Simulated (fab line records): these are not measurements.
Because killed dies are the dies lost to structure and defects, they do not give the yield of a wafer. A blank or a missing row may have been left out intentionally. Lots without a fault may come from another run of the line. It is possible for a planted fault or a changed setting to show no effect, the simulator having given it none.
The tool behind it: which one? :: flow sky130 :: 11 lots with 33 wafers sampled at 2 steps, on a route of 708 steps

WHAT THE GAUGES SHOWED, per wafer
SKY_FIELD_ISO_THK_MEAS_02.
lot: L956
measured: day 1 12:49
on: filmMetro-04
FIELD_ISO_OXIDATION_00_THK (nm): 12.00 12.09 12.33

lot: L957
measured: day 1 16:38
on: filmMetro-04
FIELD_ISO_OXIDATION_00_THK (nm): 12.09 12.38 12.02

lot: L958
measured: day 1 23:07
on: filmMetro-04
FIELD_ISO_OXIDATION_00_THK (nm): 11.84 11.99 12.16

lot: L959
measured: day 2 04:13
on: filmMetro-04
FIELD_ISO_OXIDATION_00_THK (nm): 12.31 11.89 12.15

lot: L960
measured: day 2 07:38
on: filmMetro-04
FIELD_ISO_OXIDATION_00_THK (nm): 11.54 11.83 11.59

lot: L961
measured: day 2 12:40
on: filmMetro-03
FIELD_ISO_OXIDATION_00_THK (nm): 13.56 13.23 13.45 13.45 13.25 13.49

lot: L962
measured: day 2 17:39
on: filmMetro-03
FIELD_ISO_OXIDATION_00_THK (nm): 12.31 12.32 12.39

lot: L963
measured: day 2 22:39
on: filmMetro-02
FIELD_ISO_OXIDATION_00_THK (nm): 12.37 12.29 12.14

lot: L969
measured: day 4 05:12
on: filmMetro-04
FIELD_ISO_OXIDATION_00_THK (nm): 13.46 13.43 13.52 13.40 13.41 13.54

lot: L976
measured: day 5 16:03
on: filmMetro-02
FIELD_ISO_OXIDATION_00_THK (nm): 12.50 12.51 12.52

lot: L979
measured: day 6 07:18
on: filmMetro-02
FIELD_ISO_OXIDATION_00_THK (nm): 12.62 12.29 12.37

TOOL THAT RAN EACH LOT (tool first, then ch and the chambers of the sampled wafers, then the start)
lot: L956
SKY_FIELD_ISO_OXIDATION_01: furnace-02 ch 0, day 1 11:17

lot: L957
SKY_FIELD_ISO_OXIDATION_01: furnace-01 ch 0, day 1 15:07

lot: L958
SKY_FIELD_ISO_OXIDATION_01: furnace-02 ch 0, day 1 21:36

lot: L959
SKY_FIELD_ISO_OXIDATION_01: furnace-01 ch 0, day 2 02:43

lot: L960
SKY_FIELD_ISO_OXIDATION_01: furnace-02 ch 0, day 2 06:07

lot: L961
SKY_FIELD_ISO_OXIDATION_01: furnace-02 ch 0, day 2 11:07

lot: L962
SKY_FIELD_ISO_OXIDATION_01: furnace-01 ch 0, day 2 16:07

lot: L963
SKY_FIELD_ISO_OXIDATION_01: furnace-01 ch 0, day 2 21:07

lot: L969
SKY_FIELD_ISO_OXIDATION_01: furnace-02 ch 0, day 4 03:41

lot: L976
SKY_FIELD_ISO_OXIDATION_01: furnace-01 ch 0, day 5 14:32

lot: L979
SKY_FIELD_ISO_OXIDATION_01: furnace-01 ch 0, day 6 05:47
- SKY_FIELD_ISO_OXIDATION_01: stabilise 600 s, purge 300 s, target thk 12 nm.

THE ANSWER, worked out from the rows above alone
Rule: the lots themselves supply what counts as usual. Put in order of their means at a reading, lots are off if they are a third of the lots or fewer, leave a main group of 4 or more, and stand apart from it by a gap of 3 or more times the standard deviation of the main group's means; of several such gaps the widest counts. If all means in a main group match to the digits the tables above print for the reading, that group is not used. Also off: a lot with no number at a reading for which 4 or more lots have one. The other lots that the step has rows for count as sound.
Off: at SKY_FIELD_ISO_THK_MEAS_02 (FIELD_ISO_OXIDATION_00_THK), L961, L969. Mean 12.18 nm and standard deviation 0.24 in the main group.
A tool fits if, at a process step before that reading, it ran every lot that is off, and no sound lot after the first of them. Those tools and the gauges at SKY_FIELD_ISO_THK_MEAS_02 are tried in the same way. One candidate fits, namely furnace-02 at SKY_FIELD_ISO_OXIDATION_01. Its last sound lot is L960 (day 2 06:07), its first lot that is off L961 (day 2 11:07): a fault that began between those two fits.

WHAT THE SIMULATOR PUT IN
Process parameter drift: furnace-02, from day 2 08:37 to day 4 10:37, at SKY_FIELD_ISO_OXIDATION_01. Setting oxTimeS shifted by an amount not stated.
Shown lots that were struck: L961, L969. The rule given above showed the same thing.
